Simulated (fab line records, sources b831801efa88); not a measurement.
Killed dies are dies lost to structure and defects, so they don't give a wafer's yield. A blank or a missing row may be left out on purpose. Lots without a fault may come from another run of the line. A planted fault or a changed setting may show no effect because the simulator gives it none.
Which tool did it? | flow gf180mcu | 13 lots, 39 wafers sampled, at 5 steps of a route of 602

WHAT THE GAUGES READ, wafer by wafer
GF_M1_THK_MEAS_06: measures by xrf.
lot  | measured     | on            | M1_ALCU_THK (nm)
L727 | day 16 11:04 | film_metro-01 | 434 432 438
L728 | day 17 05:23 | film_metro-02 | 447 447 444
L729 | day 17 12:31 | film_metro-02 | 442 446 444
L730 | day 18 17:03 | film_metro-04 | 446 445 442
L737 | day 20 11:12 | film_metro-02 | 440 443 440
L738 | day 21 07:08 | film_metro-04 | 439 445 446
L740 | day 22 05:11 | film_metro-02 | 452 445 455
L742 | day 22 17:44 | film_metro-04 | 444 448 452
L743 | day 22 23:42 | film_metro-04 | 443 450 447
L744 | day 23 08:41 | film_metro-04 | 439 440 439
L745 | day 23 10:30 | film_metro-02 | 434 437 446
L747 | day 24 03:59 | film_metro-04 | 437 439 445
L748 | day 24 11:39 | film_metro-02 | 441 441 446

GF_M1_CD_MEAS_14: target cd 230 nm.
lot  | measured     | on        | cd_nm (nm)
L727 | day 17 09:55 | cd_sem-02 | 230.9 229.7 229.7
L728 | day 18 04:21 | cd_sem-02 | 230.1 229.6 229.3
L729 | day 18 11:08 | cd_sem-01 | 230.3 231.2 230.6
L730 | day 19 16:41 | cd_sem-01 | 232.6 232.4 231.8
L737 | day 21 10:55 | cd_sem-01 | 229.3 229.3 229.2
L738 | day 22 07:20 | cd_sem-02 | 227.8 229.6 228.5
L740 | day 23 04:06 | cd_sem-02 | 229.2 229.7 229.2
L742 | day 23 16:06 | cd_sem-01 | 232.0 231.5 231.0
L743 | day 23 22:07 | cd_sem-01 | 231.4 231.9 232.1
L744 | day 24 07:19 | cd_sem-02 | 229.7 230.4 229.9
L745 | day 24 09:27 | cd_sem-01 | 229.8 229.4 229.1
L747 | day 25 01:37 | cd_sem-01 | 230.9 230.5 230.6
L748 | day 25 09:10 | cd_sem-02 | 229.4 230.3 229.6

GF_V1_BOW_MEAS_05.
lot  | measured     | on            | V1_BOW (um)
L727 | day 17 11:23 | film_metro-04 | 80 66 86
L728 | day 18 05:43 | film_metro-04 | 89 88 87
L729 | day 18 12:30 | film_metro-04 | 79 92 78
L730 | day 19 18:03 | film_metro-04 | 71 80 78
L737 | day 21 12:24 | film_metro-01 | 99 92 88 - - -
L738 | day 22 08:41 | film_metro-03 | 80 86 76 - - -
L740 | day 23 05:48 | film_metro-04 | 70 76 75
L742 | day 23 17:33 | film_metro-01 | 77 90 78
L743 | day 23 23:28 | film_metro-01 | 69 76 73
L744 | day 24 09:01 | film_metro-01 | 87 87 94
L745 | day 24 10:55 | film_metro-01 | 84 102 93
L747 | day 25 02:59 | film_metro-04 | 81 92 86
L748 | day 25 13:22 | film_metro-01 | 70 95 82

WHICH TOOL RAN EACH LOT (tool, then ch and the chambers of the sampled wafers, then the start)
lot  | GF_M1_STRIP_17                       | GF_V1_CMP_04
L727 | plasma_asher-01 ch 0,1, day 17 10:11 | cmp-01 ch 1,2,3, day 17 11:05
L728 | plasma_asher-01 ch 0,1, day 18 04:37 | cmp-02 ch 0,2, day 18 05:28
L729 | plasma_asher-03 ch 0,1, day 18 11:23 | cmp-01 ch 0,2,3, day 18 12:20
L730 | plasma_asher-03 ch 0,1, day 19 16:55 | cmp-01 ch 2,3, day 19 17:41
L737 | plasma_asher-01 ch 0,1, day 21 11:10 | cmp-01 ch 0,2,3, day 21 12:08
L738 | plasma_asher-04 ch 0,1, day 22 07:35 | cmp-01 ch 0,3, day 22 08:25
L740 | plasma_asher-03 ch 0, day 23 04:22   | cmp-02 ch 2,3, day 23 05:30
L742 | plasma_asher-03 ch 0,1, day 23 16:22 | cmp-02 ch 1,2,3, day 23 17:15
L743 | plasma_asher-01 ch 0,1, day 23 22:22 | cmp-02 ch 0,2,3, day 23 23:17
L744 | plasma_asher-04 ch 0,1, day 24 07:34 | cmp-02 ch 0,2,3, day 24 08:45
L745 | plasma_asher-04 ch 0,1, day 24 09:43 | cmp-01 ch 0,1,2, day 24 10:40
L747 | plasma_asher-03 ch 0,1, day 25 01:53 | cmp-02 ch 1,2,3, day 25 02:44
L748 | plasma_asher-04 ch 0,1, day 25 11:41 | cmp-01 ch 0,2,3, day 25 13:10
- GF_M1_STRIP_17: strips in O2/N2.
- GF_V1_CMP_04: polishes SiO2.

WHAT THE TOOLS THEMSELVES READ (means of the sampled wafers that have a number; where no wafer has one, the mark that the record gives instead)
GF_M1_STRIP_17.
lot  | tool            | drypump_motor_current_A (A) | heater_power_w (W) | oes_product_au (a.u.) | strip_time_to_endpoint_s (s)
L727 | plasma_asher-01 | 5.71                        | 323                | 0.555                 | 7.87
L728 | plasma_asher-01 | 5.48                        | 318                | 0.560                 | 7.88
L729 | plasma_asher-03 | 5.64                        | 344                | 0.557                 | 7.88
L730 | plasma_asher-03 | 5.64                        | 336                | 0.553                 | 7.83
L737 | plasma_asher-01 | 5.69                        | 330                | 0.558                 | 7.89
L738 | plasma_asher-04 | 5.42                        | 326                | 0.558                 | 7.86
L740 | plasma_asher-03 | 5.52                        | 328                | 0.564                 | 7.89
L742 | plasma_asher-03 | 5.76                        | 364                | 0.555                 | 7.88
L743 | plasma_asher-01 | 5.70                        | 325                | 0.564                 | 7.91
L744 | plasma_asher-04 | 5.40                        | 327                | 0.558                 | 7.87
L745 | plasma_asher-04 | 5.42                        | 328                | 0.560                 | 7.90
L747 | plasma_asher-03 | 5.78                        | 359                | 0.556                 | 7.89
L748 | plasma_asher-04 | 5.41                        | 324                | 0.556                 | 7.91

GF_V1_CMP_04.
lot  | tool   | edge_zone_pressure_frac | head_pressure_psi (psi) | motor_current_A (A) | slurry_flow_ml_min | time_to_endpoint_s (s)
L727 | cmp-01 | 1.001                   | 4.003                   | 12.2                | 149.6              | 74
L728 | cmp-02 | 0.997                   | 4.002                   | 11.3                | 149.7              | 81
L729 | cmp-01 | 1.002                   | 3.996                   | 12.2                | 150.3              | 71
L730 | cmp-01 | 1.000                   | 4.000                   | 12.7                | 149.8              | 83
L737 | cmp-01 | -                       | -                       | -                   | -                  | -
L738 | cmp-01 | -                       | -                       | -                   | -                  | -
L740 | cmp-02 | 1.001                   | 4.017                   | 11.5                | 149.6              | 81
L742 | cmp-02 | 1.002                   | 3.997                   | 11.2                | 150.1              | 83
L743 | cmp-02 | 1.000                   | 4.002                   | 11.1                | 149.8              | 78
L744 | cmp-02 | 1.005                   | 3.994                   | 11.3                | 150.0              | 78
L745 | cmp-01 | 0.998                   | 4.000                   | 11.9                | 150.1              | 80
L747 | cmp-02 | 1.003                   | 4.000                   | 11.2                | 150.1              | 83
L748 | cmp-01 | 0.994                   | 3.996                   | 12.5                | 149.8              | 82

THE ANSWER, worked out from the rows above alone
Rule: what is usual is taken from the lots themselves. Put in order of their means at a reading, lots are off if they are a third of the lots or fewer, leave a main group of 4 or more, and stand apart from it by a gap of 3 or more times the standard deviation of the main group's means; of several such gaps the widest counts. A main group whose means are all the same, to the digits that the tables above print for the reading, isn't used. A lot without any number at a reading at which 4 lots or more have one is off too. The other lots that the step has rows for count as sound. The gauges are gone through in route order, then the tools' own readings, and for those a lot's mean is taken as printed above. The first step at which some lot is off is used, and at that step the reading that is off furthest; a lot without a number counts as furthest.
Off: L737, L738, at GF_V1_CMP_04 (edge_zone_pressure_frac). Without a number there: L737, L738. The main group: mean 1.000, standard deviation 0.0029.
A tool fits if, at that step or a process step before it, it ran every lot that is off, and no sound lot after the first of them. None of those tried fits.

WHAT THE SIMULATOR HAD PUT IN
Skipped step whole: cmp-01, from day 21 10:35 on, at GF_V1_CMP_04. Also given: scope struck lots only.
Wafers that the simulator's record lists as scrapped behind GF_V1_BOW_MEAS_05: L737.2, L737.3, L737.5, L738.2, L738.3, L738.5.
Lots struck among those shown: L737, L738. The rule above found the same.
